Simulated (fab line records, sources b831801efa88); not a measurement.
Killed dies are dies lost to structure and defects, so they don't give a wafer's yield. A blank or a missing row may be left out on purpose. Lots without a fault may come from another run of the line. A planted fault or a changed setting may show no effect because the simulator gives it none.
Problem report in the 8D (eight disciplines) form, filled by code | flow gf180mcu | the parts of the form that need people (team, actions taken, sign-off) are left out

1. THE PROBLEM
STI_CVD_23_THK at GF_STI_THK_MEAS_24 reads a mean of 697 nm on 3 wafers of 2 lots; wafers without a fault read 644 nm with a standard deviation of 7.9. That is +6.7 standard deviations from the usual mean.
First seen on wafer L285.2, day 5 16:51, on film_metro-01. The record holds 42 wafers of 14 lots with a number at this step. Rule for "out", or "out of limits": more than 4 standard deviations from the usual mean. The other wafers with a number count as sound.

2. WHAT IT IS AND WHAT IT IS NOT
question                    | is                           | is not
which readings at this step | STI_CVD_23_THK               | -
which lots                  | L285, L287                   | L270, L271, L272, L273, L274, L275, L276, L277, L281, L282, L283, L286
which wafers of those lots  | L285.2, L285.6, L287.6       | L285.5, L287.4, L287.5
read on which gauges        | film_metro-01, film_metro-03 | film_metro-02
when                        | from day 5 16:51             | up to then (34 sound wafers); but 5 sound wafers of L286, L287 came after

3. SUSPECTS, AND WHAT RULES EACH OUT
Counting: a tool at a process step up to the reading stays a suspect if it ran every lot that is out. Sound lots after the first of them don't rule it out here, since some wafers of a struck lot are sound.
- the gauge at GF_STI_THK_MEAS_24: ruled out. The wafers that are out were read on 2 gauges (film_metro-01, film_metro-03).
- hdpcvd-02 at GF_STI_CVD_23 (deposits SiO2, target thk 650 nm, time 108.3 s): kept. It ran every lot that is out, first L285 (day 5 16:46); its last sound lot up to then is L283 (day 5 06:42).
Left after counting: hdpcvd-02 at GF_STI_CVD_23.

4. THE CAUSE (what the simulator had put in)
Process parameter drift: hdpcvd-02, from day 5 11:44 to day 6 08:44, at GF_STI_CVD_23. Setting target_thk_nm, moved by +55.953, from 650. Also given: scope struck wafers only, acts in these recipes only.
Counting left only this tool.

5. THE CHAIN OF EFFECTS, in route order
Each row: a reading whose mean over the struck wafers that have a number lies more than 3 standard deviations from the usual. Only readings for which the record gives a usual standard deviation are gone through. hours: the time from each lot's start at the first step in this table that gives one to its start at this step, as a median over the lots. sigmas: the change in usual standard deviations.
hours | step               | reading        | usual  | on struck wafers | change | sigmas
0     | GF_STI_THK_MEAS_24 | STI_CVD_23_THK | 644 nm | 697              | +53    | +6.7
Later measuring or inspecting steps at which every struck wafer that the step has a row for has a number for every such reading, and none has moved that far: GF_STI_THK_MEAS_30, GF_LVPWELL_TW_MEAS_11.

6. WHAT WOULD HAVE CAUGHT IT SOONER
In this record the first reading out of limits at a measuring or inspecting step was taken at day 5 16:51, 5 hours after the fault began at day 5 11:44.
Of the lots that are out (2), L287 began GF_STI_CVD_23 on hdpcvd-02 after day 5 16:51. A hold on the tool at that time would have spared it.
